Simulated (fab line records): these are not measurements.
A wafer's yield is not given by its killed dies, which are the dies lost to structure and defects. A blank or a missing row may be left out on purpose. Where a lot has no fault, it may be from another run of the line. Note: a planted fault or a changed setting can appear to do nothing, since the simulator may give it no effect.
The tool behind it: which one?	flow gf180mcu	13 lots with 39 wafers sampled at 3 steps, on a route of 602 steps

== WHAT EACH GAUGE READ, for each wafer ==
GF_V2_THK_MEAS_25: measures by xrf. Usual: V2_W_THK gives 353 nm (standard deviation 4.2).
lot	measured	on	V2_W_THK (nm)	flag
L397	day 20 03:41	film metro-02	351 347 360	
L399	day 21 05:22	film metro-04	355 348 352	
L400	day 21 13:07	film metro-02	355 353 348	
L402	day 22 04:24	film metro-01	354 353 354	
L403	day 22 09:19	film metro-01	359 362 362	
L406	day 23 17:09	film metro-01	348 353 353	
L408	day 24 12:14	film metro-02	347 352 353	
L410	day 25 06:08	film metro-04	353 354 357	
L411	day 25 16:54	film metro-02	351 356 353	
L415	day 26 17:05	film metro-02	347 349 352	
L416	day 26 19:19	film metro-04	352 352 344	
L417	day 27 06:49	film metro-01	352 351 357	
L419	day 27 16:20	film metro-01	354 354 349	

== WHICH TOOL RAN EACH LOT (tool, then ch and the chambers of the sampled wafers, then the start) ==
lot	GF_V2_ETCH_17	GF_V2_SPUTTER_22
L397	rie diel-04 ch 0,1,2, day 20 03:25 or earlier	pvd sputter-02, day 20 03:25
L399	rie diel-01 ch 2,3, day 21 05:05 or earlier	pvd sputter-02, day 21 05:05
L400	rie diel-01 ch 0,2, day 21 12:50 or earlier	pvd sputter-02, day 21 12:50
L402	rie diel-04 ch 0,2,3, day 22 04:08 or earlier	pvd sputter-01, day 22 04:08
L403	rie diel-04 ch 0,2,3, day 22 09:02 or earlier	pvd sputter-03, day 22 09:02
L406	rie diel-02 ch 1,2, day 23 16:53 or earlier	pvd sputter-03, day 23 16:53
L408	rie diel-01 ch 0,1,3, day 24 11:58 or earlier	pvd sputter-03, day 24 11:58
L410	rie diel-04 ch 2,3, day 25 05:50 or earlier	pvd sputter-01, day 25 05:50
L411	rie diel-04 ch 0,2, day 25 16:38 or earlier	pvd sputter-01, day 25 16:38
L415	rie diel-01 ch 1,2,3, day 26 16:49 or earlier	pvd sputter-01, day 26 16:49
L416	rie diel-02 ch 2,3, day 26 18:56 or earlier	pvd sputter-01, day 26 18:56
L417	rie diel-01 ch 0,1,3, day 27 06:33 or earlier	pvd sputter-02, day 27 06:33
L419	rie diel-02 ch 0,1,3, day 27 16:04 or earlier	pvd sputter-01, day 27 16:04
- GF_V2_ETCH_17: etches SiO2 in C4F8/O2/Ar, stops on TiN, target depth 630 nm.
- GF_V2_SPUTTER_22: material TiN, target thk 10 nm, time 40 s.

== AS READ BY THE TOOLS THEMSELVES (means over the sampled wafers that have a number; for cases with no such wafer, the mark the record gives instead) ==
GF_V2_ETCH_17. Usual: bias w 1156 W, standard deviation 3.2; oes product au 0.855 a.u., standard deviation 0.0045.
lot	tool	bias w (W)	oes product au (a.u.)	flag
L397	rie diel-04	1159	0.863	
L399	rie diel-01	1159	0.852	
L400	rie diel-01	1155	0.856	
L402	rie diel-04	1152	0.854	
L403	rie diel-04	1155	0.856	
L406	rie diel-02	1155	0.857	
L408	rie diel-01	1159	0.857	
L410	rie diel-04	1158	0.860	
L411	rie diel-04	1156	0.857	
L415	rie diel-01	1157	0.855	
L416	rie diel-02	1155	0.852	
L417	rie diel-01	1156	0.853	
L419	rie diel-02	1149	0.855	

GF_V2_SPUTTER_22. Usual: throttle valve pct reads 30.1 % (standard deviation 1.3).
lot	tool	throttle valve pct (%)	flag
L397	pvd sputter-02	31.0	
L399	pvd sputter-02	30.4	
L400	pvd sputter-02	30.7	
L402	pvd sputter-01	29.7	
L403	pvd sputter-03	31.2	
L406	pvd sputter-03	31.2	
L408	pvd sputter-03	31.2	
L410	pvd sputter-01	28.5	
L411	pvd sputter-01	30.5	
L415	pvd sputter-01	29.5	
L416	pvd sputter-01	29.6	
L417	pvd sputter-02	31.1	
L419	pvd sputter-01	29.5	

== THE ANSWER, worked out from the rows above alone ==
Rule: lot off if the mean of its wafers having a number is beyond 3 standard deviations from the usual mean. Also off: a lot with no number at a reading for which 4 or more lots have one. Any other lot the step has rows for is counted as sound. After the gauges, taken in route order, come the tools' own readings; for these a lot's mean is taken, as printed above. The first step at which some lot is off is used, and at that step the reading that is off furthest; a lot without a number counts as furthest.
No lot is off at any reading shown: from this, nothing can be told.

== WHAT THE SIMULATOR HAD INSERTED ==
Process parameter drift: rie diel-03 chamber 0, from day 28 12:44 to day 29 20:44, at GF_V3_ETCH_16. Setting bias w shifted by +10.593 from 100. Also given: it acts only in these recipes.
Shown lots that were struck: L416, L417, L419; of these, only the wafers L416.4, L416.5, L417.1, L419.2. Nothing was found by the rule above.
